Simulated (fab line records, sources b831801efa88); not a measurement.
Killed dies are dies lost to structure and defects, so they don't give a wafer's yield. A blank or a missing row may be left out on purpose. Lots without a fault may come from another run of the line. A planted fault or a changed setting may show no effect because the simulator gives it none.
fab line records | flow sky130
record lots=6 wafers=18 last_day=50
route steps=708 shown SD_N@344 SD_P@359 RES_XHIGH@360 PAD_OPEN@708
lots that met no fault: from a run of the same line without faults
start_h: hours from the record's first day to the start of the lot's first wafer shown | wait_h: hours since the lot's step before | " the same as in the row above | L1.1+2: a row that stands for several wafers | - no value, or no start given | * or withheld: withheld | < > ~ a bound
route shown NAME@n: a module of which the file shows steps, and the number in the route of the first | usual: mean/standard deviation of fault-free wafers | same: alike in all rows | chamber/n: place in a boat | sites: the reading at each site | _std_site: their standard deviation | _edge_site: outer sites' mean less inner sites' | radius_mm: how far each site lies from the wafer's centre | mask NAME#n: copy n | behind: the tool/chamber that last shaped the wafer | hold: why the lot was held/for how many hours/how that ended | device: the transistor (n, p or np) that didn't switch | end of line: the same wafers' tests at the end of the route | a step without rows: its recipe alone | killed: dies lost to structure and defects at the first sort, not the wafer's yield | map: a wafer's dies, x killed, . not, _ none there
set.NAME: the setting as run; set.NAME@STEP: as run at that earlier step | model.NAME: the simulator's own value behind a step, which no gauge read
lots at some steps of the route; a table a step, a row a wafer
services: from which hour (start_h, from the record's first day; less than 0 if before it) a tool's chamber was out of use, for how many hours, and why
## steps
# step SKY_SD_N_COAT_02
# recipe resist=NOVOLAK spin_rpm=3000 resist_thk_nm=1140
# step SKY_SD_N_SOFTBAKE_03
# recipe temp_c=90 time_s=60 resist=NOVOLAK
# step SKY_SD_N_EXPOSE_04
# recipe mask_id=NSDM na=0.6 source_shape=conventional sigma_outer=0.6 polarization=unpolarized target_cd_nm=380 dose_mj=141
# step SKY_SD_N_PEB_05
# recipe temp_c=withheld time_s=* resist=NOVOLAK
# step SKY_SD_N_DEVELOP_06
# recipe resist=NOVOLAK developer=TMAH develop_time_s=60 dev_temp_c=23
# step SKY_SD_N_CD_MEAS_07
# recipe target_cd_nm=380
# usual cd_nm=380.5/2.3
# columns lot.wafer tool chamber start_h wait_h cd_nm
L334.2 cd_sem-02 - 656.34 0.1 382.8
L334.3 " - " " 382.5
L334.4 " - " " 380.8
L337.1 cd_sem-02 - 687.14 0.1 381.9
L337.5 " - " " 381.1
L337.6 " - " " 383.3
L345.1 cd_sem-02 - 754.84 0.1 379.5
L345.2 " - " " 381.3
L345.5 " - " " 380.4
L347.3 cd_sem-02 - 771.96 0.1 377.0
L347.5 " - " " 376.8
L347.6 " - " " 379.2
L348.1 cd_sem-02 - 776.19 0.1 376.0
L348.3 " - " " 377.1
L348.4 " - " " 377.7
L351.1 cd_sem-02 - 809.39 0.1 380.1
L351.2 " - " " 379.5
L351.3 " - " " 380.1
# step SKY_SD_N_OVL_MEAS_08
# usual SD_N_OVL=0.5/1.4
# columns lot.wafer tool chamber start_h wait_h SD_N_OVL[nm]
L334.2 overlay-02 - 656.45 0.1 -1.4
L334.3 " - " " 0.8
L334.4 " - " " 0.2
L337.1 overlay-01 - 687.26 0.1 0.4
L337.5 " - " " -0.4
L337.6 " - " " -0.2
L345.1 overlay-01 - 754.96 0.1 -3.1
L345.2 " - " " -0.9
L345.5 " - " " 0.0
L347.3 overlay-01 - 772.06 0.1 -0.5
L347.5 " - " " 1.4
L347.6 " - " " 0.3
L348.1 overlay-01 - 776.31 0.1 0.8
L348.3 " - " " 1.2
L348.4 " - " " 0.6
L351.1 overlay-02 - 809.51 0.1 -0.3
L351.2 " - " " -2.0
L351.3 " - " " -0.7
# step SKY_SD_N_IMPLANT_09
# recipe species=As energy_kev=50 dose_cm2=4e+15 tilt_deg=0
# step SKY_SD_N_IMPLANT_10
# recipe species=P energy_kev=20 dose_cm2=1e+14 tilt_deg=0
# step SKY_SD_N_STRIP_11
# recipe chemistry=O2/N2 power_w=1400 pressure_mtorr=1500 platen_temp_c=withheld o2_flow_sccm=3000 n2_flow_sccm=300 overash_fraction=0.5
# usual drypump_motor_current_A=5.8/0.38 oes_product_au=0.527/0.0047 strip_time_to_endpoint_s=22.57/0.04
# columns lot.wafer tool chamber start_h wait_h drypump_motor_current_A oes_product_au rf_hours_counter_h strip_time_to_endpoint_s
L334.2 plasma_asher-01 1 656.78 0.1 5.1 0.532 81 22.56
L334.3 " 0 " " 5.8 0.528 - 22.59
L334.4 " 1 " " 5.1 0.529 - 22.58
L337.1 plasma_asher-02 1 687.60 0.1 6.2 0.528 57 22.52
L337.5 " 0 " " 5.5 0.527 - 22.51
L337.6 " 1 " " 6.1 0.521 - 22.52
L345.1 plasma_asher-02 0 755.30 0.1 5.5 0.529 65 22.57
L345.2 " 1 " " 6.1 0.523 65 22.52
L345.5 " 0 " " 5.5 0.534 - 22.59
L347.3 plasma_asher-04 1 772.41 0.1 5.9 0.519 - 22.53
L347.5 " 0 " " 6.2 0.537 - 22.54
L347.6 " 1 " " 5.9 0.538 - 22.58
L348.1 plasma_asher-01 0 776.65 0.1 5.8 0.525 94 22.53
L348.3 " 0 " " 5.8 0.526 - 22.60
L348.4 " 1 " " 5.2 0.527 - 22.54
L351.1 plasma_asher-02 1 809.85 0.1 6.1 0.521 70 22.54
L351.2 " 0 " " 5.5 0.526 70 22.59
L351.3 " 1 " " 6.1 0.522 - 22.56
# step SKY_SD_N_TW_MEAS_12
# usual SD_N_TW=3973/52
# columns lot.wafer tool chamber start_h wait_h SD_N_TW
L334.2 film_metro-01 - 656.89 0.1 3957
L334.3 " - " " 3973
L334.4 " - " " 3974
L337.1 film_metro-01 - 687.70 0.1 3928
L337.5 " - " " 3923
L337.6 " - " " 3947
L345.1 film_metro-01 - 755.40 0.1 3995
L345.2 " - " " 4001
L345.5 " - " " 4014
L347.3 film_metro-02 - 772.50 0.1 3880
L347.5 " - " " 3880
L347.6 " - " " 3857
L348.1 film_metro-01 - 776.75 0.1 4032
L348.3 " - " " 4032
L348.4 " - " " 4031
L351.1 film_metro-01 - 809.95 0.1 4008
L351.2 " - " " 3979
L351.3 " - " " 4000
# step SKY_SD_N_CLEAN_13
# recipe chemistry=SC1/SC2 mix=1:4:20 temp_c=70 time_s=150 dry=n2_spin
# step SKY_SD_N_RTA_14
# recipe temp_c=1075 time_s=2 idle_temp_c=650 ramp_up_c_per_s=150 ramp_down_c_per_s=90 ambient=N2
# usual lamp_power_pct=15.73/0.051 ramp_down_c_per_s=89.998/0.017 wafer_temp_C_max=1078.1/1.4
# columns lot.wafer tool chamber start_h wait_h lamp_power_pct ramp_down_c_per_s wafer_temp_C_max
L334.2 rtp_anneal-01 0 657.00 0.0 15.70 89.982 1076.8
L334.3 " 0 " " 15.80 89.985 1077.3
L334.4 " 0 " " 15.77 90.005 1081.4
L337.1 rtp_anneal-02 0 687.81 0.0 15.67 89.986 1077.1
L337.5 " 0 " " 15.83 90.009 1077.0
L337.6 " 0 " " 15.82 89.973 1080.5
L345.1 rtp_anneal-02 0 755.51 0.0 15.72 89.988 1081.3
L345.2 " 0 " " 15.79 90.000 1080.6
L345.5 " 0 " " 15.74 89.985 1079.3
L347.3 rtp_anneal-02 0 772.61 0.0 15.81 90.016 1078.8
L347.5 " 0 " " 15.72 90.000 1076.7
L347.6 " 0 " " 15.68 89.996 1076.2
L348.1 rtp_anneal-01 0 776.86 0.0 15.72 90.021 1077.7
L348.3 " 0 " " 15.76 90.027 1076.7
L348.4 " 0 " " 15.78 90.002 1079.1
L351.1 rtp_anneal-01 0 810.06 0.0 15.72 90.041 1079.2
L351.2 " 0 " " 15.71 90.030 1076.3
L351.3 " 0 " " 15.78 89.990 1079.4
# step SKY_SD_N_RS_MEAS_16
# recipe thk_meas_gauge=four-point-probe
# usual SD_N_RS=68.54/0.14
# columns lot.wafer tool chamber start_h wait_h SD_N_RS[ohm/sq]
L334.2 film_metro-01 - 657.18 0.1 68.54
L334.3 " - " " 68.68
L334.4 " - " " 68.51
L337.1 film_metro-02 - 687.98 0.1 68.57
L337.5 " - " " 68.38
L337.6 " - " " 68.44
L345.1 film_metro-02 - 755.68 0.1 71.10
L345.2 " - " " 71.15
L345.5 " - " " 70.98
L347.3 film_metro-03 - 772.81 0.1 71.17
L347.5 " - " " 71.24
L347.6 " - " " 71.09
L348.1 film_metro-02 - 777.03 0.1 68.50
L348.3 " - " " 68.55
L348.4 " - " " 68.48
L351.1 film_metro-02 - 810.23 0.1 68.70
L351.2 " - " " 68.61
L351.3 " - " " 68.57
# step SKY_SD_N_RS_MEAS_17
# recipe thk_meas_gauge=four-point-probe
# usual SD_P_RS=147.1/0.35
# columns lot.wafer tool chamber start_h wait_h SD_P_RS[ohm/sq]
L334.2 film_metro-01 - 657.30 0.1 147.1
L334.3 " - " " 147.3
L334.4 " - " " 147.2
L337.1 film_metro-02 - 688.10 0.1 147.3
L337.5 " - " " 146.9
L337.6 " - " " 147.7
L345.1 film_metro-02 - 755.80 0.1 161.9
L345.2 " - " " 162.0
L345.5 " - " " 162.1
L347.3 film_metro-03 - 772.93 0.1 162.3
L347.5 " - " " 162.4
L347.6 " - " " 162.4
L348.1 film_metro-02 - 777.15 0.1 146.7
L348.3 " - " " 146.8
L348.4 " - " " 147.2
L351.1 film_metro-02 - 810.35 0.1 147.2
L351.2 " - " " 147.2
L351.3 " - " " 147.1
# step SKY_SD_N_RS_MEAS_18
# recipe thk_meas_gauge=four-point-probe
# usual RES_XHIGH_RS=333.6/1.3
# columns lot.wafer tool chamber start_h wait_h RES_XHIGH_RS[ohm/sq]
L334.2 film_metro-01 - 657.42 0.1 334.9
L334.3 " - " " 335.6
L334.4 " - " " 335.2
L337.1 film_metro-02 - 688.22 0.1 333.3
L337.5 " - " " 333.5
L337.6 " - " " 333.7
L345.1 film_metro-02 - 755.92 0.1 335.4
L345.2 " - " " 335.4
L345.5 " - " " 334.4
L347.3 film_metro-03 - 773.05 0.1 333.4
L347.5 " - " " 335.3
L347.6 " - " " 335.1
L348.1 film_metro-02 - 777.27 0.1 333.7
L348.3 " - " " 334.6
L348.4 " - " " 334.1
L351.1 film_metro-02 - 810.47 0.1 335.6
L351.2 " - " " 334.9
L351.3 " - " " 334.5
# step SKY_PAD_OPEN_PROBE_99
# usual killed_at_M0_to_M3=43/6.7 killed_at_M4_up=3.0/1.9 killed_at_contacts=25/5.4 killed_at_front_end=16/4.5 killed_at_other=0.4/0.62 killed_dies=87/9.6 killed_open=47/7 killed_short=39/6.1
# same gross_dies=492 killed_at_back_side=0
# columns lot.wafer tool chamber start_h wait_h killed_at_M0_to_M3 killed_at_M4_up killed_at_contacts killed_at_front_end killed_at_other killed_dies killed_open killed_short model.etest.res_xhigh_po.line_ohm_um model.etest.res_xhigh_po.rs_ohm_sq_range model.etest.res_xhigh_po.rs_ohm_sq_rim_less_centre model.etest.res_xhigh_po.rs_ohm_sq model.etest.pfet_01v8.r_on_ohm_um model.etest.res_pdiff.line_ohm_um model.etest.tip_p.rs_ohm_sq model.etest.tip_p.rs_ohm_sq_rim_less_centre
L334.2 prober-01 - 1082.14 0.1 53 2 25 19 0 99 62 37 5876 130.3 72.05 2042 2927 1355 6907 33.49
L334.3 prober-01 - 1082.19 0.2 48 4 29 18 1 100 54 46 5979 112.6 76.66 2068 3000 1354 6888 25.92
L334.4 prober-01 - 1082.24 0.2 42 2 26 17 0 87 45 42 5747 103.1 67.94 1983 2908 1362 6875 -46.96
L337.1 prober-02 - 1104.36 0.1 41 3 24 16 2 86 44 41 5421 178.6 172.9 1901 2820 1317 6846 18.26
L337.5 prober-02 - 1104.56 0.2 50 1 29 16 1 97 54 42 5676 157.3 144.2 1955 2849 1329 6918 3.071
L337.6 prober-02 - 1104.61 0.2 43 1 16 13 2 75 45 30 5753 150.7 139.9 2001 2825 1331 6836 42.79
L345.1 prober-02 - 1151.68 0.1 50 8 26 14 0 98 51 45 6616 743.1 724.5 2314 3065 1566 6841 260.4
L345.2 prober-02 - 1151.73 0.1 43 7 24 13 0 87 43 44 6605 776.8 728.4 2274 3034 1556 6870 224.8
L345.5 prober-02 - 1151.88 0.2 44 3 21 8 1 77 45 32 6522 740.8 712.7 2301 3058 1516 6802 120.8
L347.3 prober-02 - 1161.41 0.2 49 2 27 14 0 92 59 33 6526 589.3 579.2 2309 3023 1508 7032 39.2
L347.5 prober-02 - 1161.51 0.2 41 4 23 15 0 83 47 35 6464 651.1 617.1 2282 3151 1549 7090 171.4
L347.6 prober-02 - 1161.56 0.2 35 2 28 15 2 82 50 32 6621 618.6 592.2 2335 3086 1542 7021 115.5
L348.1 prober-01 - 1166.01 0.1 44 1 21 24 1 91 39 51 5451 133.4 107.1 1931 2931 1359 6888 14.03
L348.3 prober-01 - 1166.11 0.2 48 5 31 10 1 95 50 45 5697 118.8 93.89 2013 2885 1326 6838 67.79
L348.4 prober-01 - 1166.16 0.2 42 8 22 13 1 86 48 38 5757 135.3 107.9 1986 2906 1347 6868 -31.05
L351.1 prober-01 - 1189.61 0.1 44 4 34 15 0 97 52 44 5485 48.41 40.75 1931 2944 1420 6968 7.368
L351.2 prober-01 - 1189.66 0.1 42 3 28 7 0 80 37 43 5624 39.28 30.17 1973 2930 1404 6935 -37.14
L351.3 prober-01 - 1189.71 0.2 38 4 33 16 1 92 48 44 5402 46.03 19.82 1936 2933 1400 7011 194.9
# killed by level:class
L334.2 VIA1:geometric_particle:open=15 LI_CONTACT:geometric_particle:open=9 VIA2:geometric_particle:open=8 CONTACT:geometric_particle:open=6 VIA3:geometric_particle:open=6 FIELD_ISO:geometric_particle:open=5 VIA1:geometric_particle:short=5 METAL3:geometric_particle:short=5
L334.3 VIA3:geometric_particle:open=11 LI_CONTACT:geometric_particle:open=10 VIA1:geometric_particle:open=10 CONTACT:geometric_particle:open=9 CONTACT:geometric_particle:short=7 VIA1:geometric_particle:short=7 FIELD_ISO:geometric_particle:open=5 SPACER:geometric_particle:short=5
L334.4 LI_CONTACT:geometric_particle:open=8 VIA3:geometric_particle:open=7 FIELD_ISO:geometric_particle:open=6 CONTACT:geometric_particle:short=6 CONTACT:geometric_particle:open=6 VIA1:geometric_particle:open=6 VIA2:geometric_particle:open=6 FIELD_ISO:geometric_particle:short=5
L337.1 VIA1:geometric_particle:open=10 LOCAL_INTERCONNECT:geometric_particle:short=6 CONTACT:geometric_particle:open=6 CONTACT:geometric_particle:short=6 VIA2:geometric_particle:open=6 LI_CONTACT:geometric_particle:open=5 VIA3:geometric_particle:open=5 VIA1:geometric_particle:short=5
L337.5 VIA1:geometric_particle:open=12 CONTACT:geometric_particle:open=8 VIA3:geometric_particle:open=8 LOCAL_INTERCONNECT:geometric_particle:short=7 VIA1:geometric_particle:short=5 METAL2:geometric_particle:short=5 LI_CONTACT:geometric_particle:short=4 LI_CONTACT:geometric_particle:open=4
L337.6 VIA1:geometric_particle:open=12 VIA3:geometric_particle:open=7 VIA2:geometric_particle:open=6 FIELD_ISO:geometric_particle:open=5 LOCAL_INTERCONNECT:geometric_particle:short=5 VIA1:geometric_particle:short=5 LI_CONTACT:geometric_particle:open=4 CONTACT:geometric_particle:open=4
L345.1 VIA1:geometric_particle:open=13 CONTACT:geometric_particle:open=9 CONTACT:geometric_particle:short=8 VIA2:geometric_particle:open=8 VIA1:geometric_particle:short=5 VIA3:geometric_particle:open=5 METAL4:geometric_particle:short=5 FIELD_ISO:geometric_particle:open=4
L345.2 LI_CONTACT:geometric_particle:open=12 VIA3:geometric_particle:open=8 VIA1:geometric_particle:short=7 VIA2:geometric_particle:short=5 VIA2:geometric_particle:open=5 METAL4:geometric_particle:short=5 VIA1:geometric_particle:open=4 METAL2:geometric_particle:short=4
L345.5 CONTACT:geometric_particle:open=11 VIA1:geometric_particle:open=10 VIA2:geometric_particle:open=8 LI_CONTACT:geometric_particle:open=4 VIA1:geometric_particle:short=4 VIA2:geometric_particle:short=4 VIA3:geometric_particle:open=4 CONTACT:geometric_particle:short=3
L347.3 CONTACT:geometric_particle:open=15 VIA1:geometric_particle:open=12 VIA2:geometric_particle:open=11 METAL1:geometric_particle:short=5 METAL2:geometric_particle:short=5 FIELD_ISO:geometric_particle:open=4 FIELD_ISO:geometric_particle:short=4 LI_CONTACT:geometric_particle:open=4
L347.5 VIA1:geometric_particle:open=14 CONTACT:geometric_particle:open=10 CONTACT:geometric_particle:short=6 VIA2:geometric_particle:open=6 METAL2:geometric_particle:short=6 FIELD_ISO:geometric_particle:open=5 POLY_GATE:geometric_particle:open=4 METAL1:geometric_particle:short=4
L347.6 VIA1:geometric_particle:open=13 CONTACT:geometric_particle:open=10 FIELD_ISO:geometric_particle:short=7 LOCAL_INTERCONNECT:geometric_particle:short=7 LI_CONTACT:geometric_particle:open=5 METAL2:geometric_particle:short=5 VIA3:geometric_particle:open=5 FIELD_ISO:geometric_particle:open=3
L348.1 POLY_GATE:geometric_particle:short=8 VIA1:geometric_particle:open=8 CONTACT:geometric_particle:open=6 METAL1:geometric_particle:short=6 VIA3:geometric_particle:open=6 FIELD_ISO:geometric_particle:short=5 LI_CONTACT:geometric_particle:open=5 VIA2:geometric_particle:short=5
L348.3 VIA1:geometric_particle:open=18 CONTACT:geometric_particle:open=10 CONTACT:geometric_particle:short=7 VIA1:geometric_particle:short=7 LI_CONTACT:geometric_particle:open=6 LI_CONTACT:geometric_particle:short=4 METAL2:geometric_particle:short=4 VIA2:geometric_particle:open=4
L348.4 VIA1:geometric_particle:open=16 CONTACT:geometric_particle:open=7 VIA2:geometric_particle:open=7 METAL4:geometric_particle:short=7 METAL2:geometric_particle:short=6 FIELD_ISO:geometric_particle:open=4 POLY_GATE:geometric_particle:short=4 LI_CONTACT:geometric_particle:short=4
L351.1 CONTACT:geometric_particle:open=12 VIA1:geometric_particle:open=9 VIA3:geometric_particle:open=9 LI_CONTACT:geometric_particle:open=7 LOCAL_INTERCONNECT:geometric_particle:short=7 METAL1:geometric_particle:short=5 LI_CONTACT:geometric_particle:short=4 CONTACT:geometric_particle:short=4
L351.2 VIA1:geometric_particle:open=10 METAL2:geometric_particle:short=7 LI_CONTACT:geometric_particle:open=7 CONTACT:geometric_particle:short=6 METAL1:geometric_particle:short=6 VIA2:geometric_particle:open=6 LI_CONTACT:geometric_particle:short=5 LOCAL_INTERCONNECT:geometric_particle:short=5
L351.3 CONTACT:geometric_particle:open=12 VIA1:geometric_particle:open=10 CONTACT:geometric_particle:short=8 FIELD_ISO:geometric_particle:open=5 LI_CONTACT:geometric_particle:open=5 FIELD_ISO:geometric_particle:short=5 VIA2:geometric_particle:short=5 METAL2:geometric_particle:short=4
## services
# columns tool chamber start_h hours kind
plasma_asher-04 - 664.44 42.7 repair
plasma_asher-01 - 708.94 3.8 repair
plasma_asher-04 - 733.75 9.0 pm
plasma_asher-04 0 733.75 9.0 vent_cycle
plasma_asher-04 1 733.75 9.0 vent_cycle
plasma_asher-04 0 742.75 - clean
plasma_asher-04 1 742.75 - clean
plasma_asher-04 - 751.71 2.4 repair
plasma_asher-04 - 781.29 1.2 repair
## key
first_sign step=SKY_SD_N_RS_MEAS_16 reading=SD_N_RS direction=up sigmas=19 usual=68.54 struck=71.12
effect step=SKY_SD_N_RS_MEAS_17 reading=SD_P_RS direction=up sigmas=43 usual=147.1 struck=162.2
model_effect step=SKY_PAD_OPEN_PROBE_99 value=etest.res_xhigh_po.line_ohm_um without=5538 struck=6559
met_at SKY_SD_N_RTA_14
struck_wafers L345.1,L345.2,L345.5,L347.3,L347.5,L347.6
tester_left_out L345,L347
onset_between 687.81 755.51
fault kind=process_parameter_drift tool=rtp_anneal-02 chamber=- onset_h=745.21 steps=SKY_SD_N_RTA_14 channel=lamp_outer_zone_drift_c offset=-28 shape=step end_h=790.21
# tester_left_out: of these lots the tester's yield and bins aren't shown, on N5 and GAA mostly nor the transistor test; their killed dies are dies lost to structure and defects alone, not to doping, threshold or leakage, so they don't give the yield
